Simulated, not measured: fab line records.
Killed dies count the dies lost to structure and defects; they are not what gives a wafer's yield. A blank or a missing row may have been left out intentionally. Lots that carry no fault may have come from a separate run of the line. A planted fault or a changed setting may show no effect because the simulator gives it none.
fab line records	flow sfq_line
record lots=6	wafers=17	last_day=80
route steps=325 shown M5@208 A5B@209 R5@212
lots with no fault: from the same line, run without faults
start_h: hours from the record's opening day to when the first of the lot's shown wafers began	wait_h: how many hours have passed since the lot's step before this one	" the same as in the row above	L1.1+2: one row covering several wafers at once	- either no value or no given start	* or withheld: withheld	< > ~ a bound
route shown NAME@n: a module of which the file shows steps, and the number in the route of the first	usual: the fault-free wafers' mean and standard deviation	same: alike in all rows	chamber/n: place in a boat	sites: each site's reading	_std_site: standard deviation across them	_edge_site: mean of outer sites minus mean of inner sites	radius_mm: for every site, how far away it sits from the centre of the wafer	mask NAME#n: copy n	behind: the most recent tool/chamber to have shaped the wafer	hold: why the lot went on hold/how many hours it stayed there/how the hold came to an end	device: the n, p or np transistor that did not switch	end of line: tests of these same wafers at the route's end	for a step that has no rows: nothing shown but its recipe	killed: dies lost to structure and defects at the first sort, not the wafer's yield	map: shows each die of a wafer: x if killed, . if not, _ if none is there
set.NAME: the setting the step ran with; set.NAME@STEP: the setting that earlier step ran with	model.NAME: the simulator's own value behind a step, which no gauge read
a table for each step, a row for each wafer; lots at some steps of the route
services: when a tool's chamber went out of use (start_h, in hours from the record's first day, below 0 if earlier), for how many hours, and the reason
## steps
# step SFQ_TRILAYER_M5_STRIP_SOLV_CLEAN_128
# recipe chemistry=NMP	temp_c=70	time_s=600
# step SFQ_TRILAYER_A5B_DEP_PECVD_129
# recipe material=SiO2	temp_c=150	time_s=133.33	pressure_torr=2.4	rf_w=183.3	precursor=SiH4/N2O	target_thk_nm=600
# usual chamber_pressure_Torr=2.401/0.0064	heater_power_w=81/9.3	throttle_valve_pct=24.5/1
lot.wafer	tool	chamber	start_h	wait_h	chamber_pressure_Torr	heater_power_w	throttle_valve_pct
L930.1	pecvd-01	2	1026.92	0.0	2.397	87	26.3
L930.3	"	0	"	"	2.401	75	24.5
L930.5	"	1	"	"	2.395	76	24.6
L937.2	pecvd-02	1	1073.86	0.0	2.410	90	23.3
L937.4	"	2	"	"	2.402	64	24.3
L937.5	"	1	"	"	2.407	92	23.1
L938.3	pecvd-02	1	1117.61	0.0	2.406	89	23.0
L938.5	"	1	"	"	2.402	92	22.9
L938.6	"	2	"	"	2.406	63	24.4
L940.3	pecvd-03	1	1139.19	0.0	2.396	74	23.1
L940.5	"	2	"	"	2.415	78	23.1
L949.1	pecvd-03	1	1436.57	0.0	2.399	86	23.8
L949.4	"	2	"	"	2.399	92	23.8
L949.6	"	0	"	"	2.409	82	25.3
L951.4	pecvd-02	2	1439.01	0.0	2.397	68	25.0
L951.5	"	0	"	"	2.390	91	26.0
L951.6	"	1	"	"	2.396	89	24.2
# step SFQ_TRILAYER_A5B_CMP_CMP_130
# recipe stop_on=Nb	down_force_psi=3	platen_rpm=60	target_thk_nm=340.7
# step SFQ_TRILAYER_A5B_METRO_MEASURE_131
# usual thk_nm=340/5.1
lot.wafer	tool	chamber	start_h	wait_h	thk_nm
L930.1	film_metro-04	-	1035.88	2.5	337
L930.3	"	-	"	"	345
L930.5	"	-	"	"	338
L937.2	film_metro-01	-	1093.08	1.7	334
L937.4	"	-	"	"	342
L937.5	"	-	"	"	349
L938.3	film_metro-02	-	1122.37	1.4	342
L938.5	"	-	"	"	337
L938.6	"	-	"	"	345
L940.3	film_metro-02	-	1144.06	1.4	342
L940.5	"	-	"	"	338
L949.1	film_metro-04	-	1454.69	2.0	345
L949.4	"	-	"	"	343
L949.6	"	-	"	"	343
L951.4	film_metro-04	-	1460.49	3.1	343
L951.5	"	-	"	"	337
L951.6	"	-	"	"	327
# step SFQ_TRILAYER_R5_DEP_SPUTTER_132
# recipe material=Ti	base_pressure_pa=1.33e-06	target_thk_nm=5	power_w=2000	time_s=5	chamber_pressure_pa=0.4
# usual chamber_pressure_pa=0.3999/0.00081	throttle_valve_pct=30.4/1.4
lot.wafer	tool	chamber	start_h	wait_h	chamber_pressure_pa	throttle_valve_pct
L930.1	pvd_sputter-03	-	1037.08	1.0	0.4017	28.0
L930.3	"	-	"	"	0.3991	30.3
L930.5	"	-	"	"	0.3990	30.3
L937.2	pvd_sputter-03	-	1094.08	0.8	0.4009	28.0
L937.4	"	-	"	"	0.3993	28.3
L937.5	"	-	"	"	0.4006	30.6
L938.3	pvd_sputter-05	-	1123.17	0.6	0.3990	29.9
L938.5	"	-	"	"	0.4018	32.5
L938.6	"	-	"	"	0.4002	30.1
L940.3	pvd_sputter-04	-	1144.86	0.6	0.3992	31.7
L940.5	"	-	"	"	0.4005	31.3
L949.1	pvd_sputter-03	-	1455.89	1.0	0.3990	30.5
L949.4	"	-	"	"	0.4007	28.2
L949.6	"	-	"	"	0.3990	30.3
L951.4	pvd_sputter-03	-	1461.09	0.4	0.4007	30.5
L951.5	"	-	"	"	0.4003	28.4
L951.6	"	-	"	"	0.3990	28.2
# step SFQ_TRILAYER_R5_DEP_SPUTTER_133
# recipe material=MoNx	base_pressure_pa=1.33e-06	target_thk_nm=40	power_w=1000	time_s=66.7	chamber_pressure_pa=0.4
# step SFQ_TRILAYER_R5_DEP_SPUTTER_134
# recipe material=Ti	base_pressure_pa=1.33e-06	target_thk_nm=5	power_w=2000	time_s=5	chamber_pressure_pa=0.4
# usual chamber_pressure_pa=0.4000/0.00082	throttle_valve_pct=30.3/1.5
lot.wafer	tool	chamber	start_h	wait_h	chamber_pressure_pa	throttle_valve_pct
L930.1	pvd_sputter-03	-	1037.16	0.0	0.4010	27.9
L930.3	"	-	"	"	0.4004	30.4
L930.5	"	-	"	"	0.3991	30.5
L937.2	pvd_sputter-03	-	1094.16	0.0	0.3982	28.1
L937.4	"	-	"	"	0.3989	28.1
L937.5	"	-	"	"	0.3992	30.7
L938.3	pvd_sputter-05	-	1123.24	0.0	0.3998	29.9
L938.5	"	-	"	"	0.4006	32.7
L938.6	"	-	"	"	0.3985	30.2
L940.3	pvd_sputter-04	-	1144.94	0.0	0.3996	31.9
L940.5	"	-	"	"	0.3999	31.5
L949.1	pvd_sputter-03	-	1455.96	0.0	0.3987	30.5
L949.4	"	-	"	"	0.3994	28.2
L949.6	"	-	"	"	0.3986	30.6
L951.4	pvd_sputter-03	-	1461.16	0.0	0.3989	30.2
L951.5	"	-	"	"	0.3999	28.1
L951.6	"	-	"	"	0.3995	28.0
# step SFQ_R5_RS_MEAS_933
# recipe thk_meas_gauge=four-point-probe	reads=Ti_of_TRILAYER_R5_DEP_SPUTTER_134+MoNx_of_TRILAYER_R5_DEP_SPUTTER_133+Ti_of_TRILAYER_R5_DEP_SPUTTER_132
# usual R5_MONX_RS=7.03/0.068
lot.wafer	tool	chamber	start_h	wait_h	R5_MONX_RS[ohm/sq]
L930.1	film_metro-02	-	1037.18	0.0	7.07
L930.3	"	-	"	"	6.91
L930.5	"	-	"	"	6.91
L937.2	film_metro-04	-	1094.20	0.0	7.10
L937.4	"	-	"	"	7.01
L937.5	"	-	"	"	6.99
L938.3	film_metro-04	-	1123.30	0.0	7.07
L938.5	"	-	"	"	7.22
L938.6	"	-	"	"	7.11
L940.3	film_metro-04	-	1145.00	0.0	7.07
L940.5	"	-	"	"	7.02
L949.1	film_metro-02	-	1455.98	0.0	7.06
L949.4	"	-	"	"	7.01
L949.6	"	-	"	"	7.04
L951.4	film_metro-02	-	1461.24	0.1	7.03
L951.5	"	-	"	"	6.94
L951.6	"	-	"	"	7.08
# step SFQ_R5_THK_MEAS_934
# recipe thk_meas_gauge=xrf	reads=MoNx_of_TRILAYER_R5_DEP_SPUTTER_133
# usual R5_MONX_THK=40.6/0.39
lot.wafer	tool	chamber	start_h	wait_h	R5_MONX_THK[nm]
L930.1	film_metro-02	-	1037.30	0.1	40.2
L930.3	"	-	"	"	41.2
L930.5	"	-	"	"	41.0
L937.2	film_metro-04	-	1094.31	0.1	40.4
L937.4	"	-	"	"	40.9
L937.5	"	-	"	"	41.1
L938.3	film_metro-04	-	1123.40	0.1	40.7
L938.5	"	-	"	"	39.8
L938.6	"	-	"	"	40.2
L940.3	film_metro-04	-	1145.10	0.1	40.6
L940.5	"	-	"	"	40.8
L949.1	film_metro-02	-	1456.10	0.1	40.0
L949.4	"	-	"	"	40.7
L949.6	"	-	"	"	40.6
L951.4	film_metro-02	-	1461.33	0.1	40.2
L951.5	"	-	"	"	40.9
L951.6	"	-	"	"	40.2
# step SFQ_TRILAYER_R5_LITHO_COAT_141
# recipe resist=BARC	spin_rpm=3000	resist_thk_nm=62
# step SFQ_TRILAYER_R5_LITHO_COAT_136
# recipe resist=KrF	spin_rpm=3000	resist_thk_nm=600
# step SFQ_TRILAYER_R5_LITHO_SOFTBAKE_140
# recipe temp_c=withheld	time_s=withheld	resist=KrF
# step SFQ_TRILAYER_R5_LITHO_EXPOSE_137
# recipe mask_id=R5	na=0.6	source_shape=conventional	sigma_outer=0.65	target_cd_nm=500	dose_mj=14.4
lot.wafer	tool	chamber	start_h	wait_h	mask
L930.1+3+5	krf_scanner-01	0	1106.63	-	R5#0
L937.2+4+5	krf_scanner-01	0	1118.83	-	R5#0
L938.3+5+6	krf_scanner-01	0	1126.23	-	R5#0
L940.3+5	krf_scanner-01	0	1151.43	-	R5#0
L949.1+4+6	krf_scanner-01	0	1539.40	-	R5#0
L951.4+5+6	krf_scanner-01	0	1543.60	-	R5#0
# step SFQ_TRILAYER_R5_LITHO_PEB_139
# recipe peb_temp_c=115	peb_time_s=60	resist=KrF
# step SFQ_TRILAYER_R5_LITHO_DEVELOP_138
# recipe time_s=60	resist=KrF
# step SFQ_R5_OVL_MEAS_935
# usual R5_OVL=0/4.6
lot.wafer	tool	chamber	start_h	wait_h	R5_OVL[nm]
L930.1	overlay-01	-	1108.13	0.1	5
L930.3	"	-	"	"	1
L930.5	"	-	"	"	5
L937.2	overlay-02	-	1120.14	0.1	-7
L937.4	"	-	"	"	-1
L937.5	"	-	"	"	-5
L938.3	overlay-01	-	1127.34	0.1	0
L938.5	"	-	"	"	-1
L938.6	"	-	"	"	8
L940.3	overlay-01	-	1152.54	0.1	-4
L940.5	"	-	"	"	-1
L949.1	overlay-02	-	1540.90	0.1	-2
L949.4	"	-	"	"	4
L949.6	"	-	"	"	1
L951.4	overlay-01	-	1544.52	0.1	-2
L951.5	"	-	"	"	-1
L951.6	"	-	"	"	-3
# step SFQ_TRILAYER_R5_BARC_OPEN_METAL_ETCH_177
# recipe mask_material=PR	chemistry=O2	target_depth_nm=125	target=BARC	icp_w=600	bias_w=80	pressure_mtorr=10	time_s=41.7
# usual drypump_motor_current_A=5.9/0.3	oes_product_au=0.686/0.0049
lot.wafer	tool	chamber	start_h	wait_h	drypump_motor_current_A	oes_product_au	rf_hours_counter_h	model.R5.cd_nm
L930.1	rie_metal-01	0	1108.17	0.0	5.8	0.681	21	499.4
L930.3	"	1	"	"	5.8	0.683	-	499.8
L930.5	"	0	"	"	5.8	0.683	-	500.9
L937.2	rie_metal-04	0	1120.17	0.0	6.3	0.692	78	501.2
L937.4	"	1	"	"	5.7	0.686	-	499.5
L937.5	"	1	"	"	5.7	0.680	-	501.1
L938.3	rie_metal-03	0	1127.39	0.0	5.6	0.684	-	499.3
L938.5	"	1	"	"	6.3	0.687	-	495.9
L938.6	"	0	"	"	5.6	0.677	-	498.5
L940.3	rie_metal-01	0	1152.59	0.0	5.8	0.690	-	501.5
L940.5	"	1	"	"	5.7	0.684	-	496.4
L949.1	rie_metal-03	1	1540.93	0.0	6.3	0.689	63	500.8
L949.4	"	1	"	"	6.3	0.691	-	500.9
L949.6	"	1	"	"	6.3	0.677	-	500.1
L951.4	rie_metal-03	1	1544.55	0.0	6.3	0.688	-	500.7
L951.5	"	1	"	"	6.3	0.684	-	502.1
L951.6	"	0	"	"	5.5	0.678	-	500.6
# step SFQ_TRILAYER_R5_ETCH_METAL_ETCH_139
# recipe stop_on=SiO2	mask_material=PR	chemistry=Cl2	target_depth_nm=60	icp_w=600	bias_w=80	pressure_mtorr=10	time_s=40
# usual drypump_motor_current_A=5.9/0.3	oes_product_au=0.991/0.0057
lot.wafer	tool	chamber	start_h	wait_h	drypump_motor_current_A	oes_product_au	rf_hours_counter_h	model.R5.cd_nm
L930.1	rie_metal-01	0	1108.22	0.0	5.8	0.990	21	499.1
L930.3	"	1	"	"	5.7	0.987	-	500.1
L930.5	"	0	"	"	5.8	0.981	-	500.3
L937.2	rie_metal-04	0	1120.22	0.0	6.3	0.999	78	501.1
L937.4	"	1	"	"	5.7	0.990	-	499.6
L937.5	"	1	"	"	5.7	0.980	-	501.3
L938.3	rie_metal-03	0	1127.44	0.0	5.5	0.986	-	499
L938.5	"	1	"	"	6.3	0.990	-	495.4
L938.6	"	0	"	"	5.5	0.990	-	497.9
L940.3	rie_metal-01	0	1152.64	0.0	5.7	0.995	-	501.2
L940.5	"	1	"	"	5.7	0.982	-	496.9
L949.1	rie_metal-03	1	1540.99	0.0	6.3	1.002	63	500.7
L949.4	"	1	"	"	6.3	0.993	-	500.3
L949.6	"	1	"	"	6.3	0.997	-	499.6
L951.4	rie_metal-03	1	1544.61	0.0	6.3	1.001	-	500.4
L951.5	"	1	"	"	6.3	0.999	-	501.5
L951.6	"	0	"	"	5.6	0.982	-	500.6
# step SFQ_TRILAYER_R5_STRIP_STRIP_140
# recipe gas=O2	power_w=200	platen_temp_c=40	overash_fraction=0.65	chemistry=O2	pressure_mtorr=50
# usual drypump_motor_current_A=5.9/0.31	oes_product_au=1.002/0.0097	platen_temp_c=40.02/0.11
lot.wafer	tool	chamber	start_h	wait_h	drypump_motor_current_A	oes_product_au	platen_temp_c	rf_hours_counter_h
L930.1	rie_metal-01	0	1108.28	0.0	5.8	0.995	40.21	21
L930.3	"	1	"	"	5.8	0.988	40.15	-
L930.5	"	0	"	"	5.8	1.008	40.09	-
L937.2	rie_metal-04	0	1120.28	0.0	6.3	1.012	39.92	78
L937.4	"	1	"	"	5.7	0.993	39.87	-
L937.5	"	1	"	"	5.7	1.004	39.92	-
L938.3	rie_metal-03	0	1127.68	0.2	5.6	0.988	40.16	-
L938.5	"	1	"	"	6.3	1.012	40.00	-
L938.6	"	0	"	"	5.6	0.996	40.18	-
L940.3	rie_metal-01	0	1152.88	0.2	5.8	1.007	40.11	-
L940.5	"	1	"	"	5.7	0.995	40.21	-
L949.1	rie_metal-03	1	1541.05	0.0	6.3	1.018	40.06	63
L949.4	"	1	"	"	6.3	1.001	40.05	-
L949.6	"	1	"	"	6.3	1.008	40.12	-
L951.4	rie_metal-03	1	1544.85	0.2	6.3	1.004	39.94	-
L951.5	"	1	"	"	6.3	1.002	40.08	-
L951.6	"	0	"	"	5.5	1.003	40.01	-
## services
tool	chamber	start_h	hours	kind
krf_scanner-01	-	1009.83	4.4	pm
pvd_sputter-03	-	1015.23	0.5	repair
pecvd-02	-	1019.43	6.0	pm
rie_metal-01	-	1037.22	4.5	repair
krf_scanner-01	-	1041.56	1.3	pm
film_metro-04	-	1050.32	0.6	pm
pecvd-02	-	1056.43	2.8	pm
krf_scanner-01	-	1072.48	1.0	pm
krf_scanner-01	-	1077.08	0.8	pm
krf_scanner-01	-	1091.07	0.6	repair
rie_metal-03	-	1118.96	0.3	repair
film_metro-04	-	1133.66	1.8	pm
krf_scanner-01	-	1194.90	0.7	repair
krf_scanner-01	-	1217.99	1.3	pm
pecvd-02	1	1223.22	8.5	repair
krf_scanner-01	-	1240.59	1.0	pm
krf_scanner-01	-	1245.59	0.8	pm
rie_metal-01	1	1255.69	4.8	repair
krf_scanner-01	-	1393.60	1.3	pm
krf_scanner-01	-	1409.87	1.0	pm
rie_metal-01	-	1422.01	0.2	repair
rie_metal-03	-	1435.74	28.1	pm
rie_metal-01	-	1440.84	1.4	pm
rie_metal-03	1	1490.74	13.0	repair
## key
first_sign none at tools or gauges
model_effect step=SFQ_TRILAYER_R5_BARC_OPEN_METAL_ETCH_177	value=R5.cd_nm	without=499.9	struck=496.1
model_effect step=SFQ_TRILAYER_R5_ETCH_METAL_ETCH_139	value=R5.cd_nm	without=499.9	struck=496.1
met_at SFQ_TRILAYER_R5_LITHO_EXPOSE_137
struck_wafers L938.5,L940.5
onset_between 1118.83 1126.23
fault kind=process_parameter_drift	tool=krf_scanner-01	chamber=-	onset_h=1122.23	steps=SFQ_TRILAYER_R5_LITHO_EXPOSE_137	channel=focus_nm	offset=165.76	shape=step	end_h=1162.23	scope=struck_wafers_only
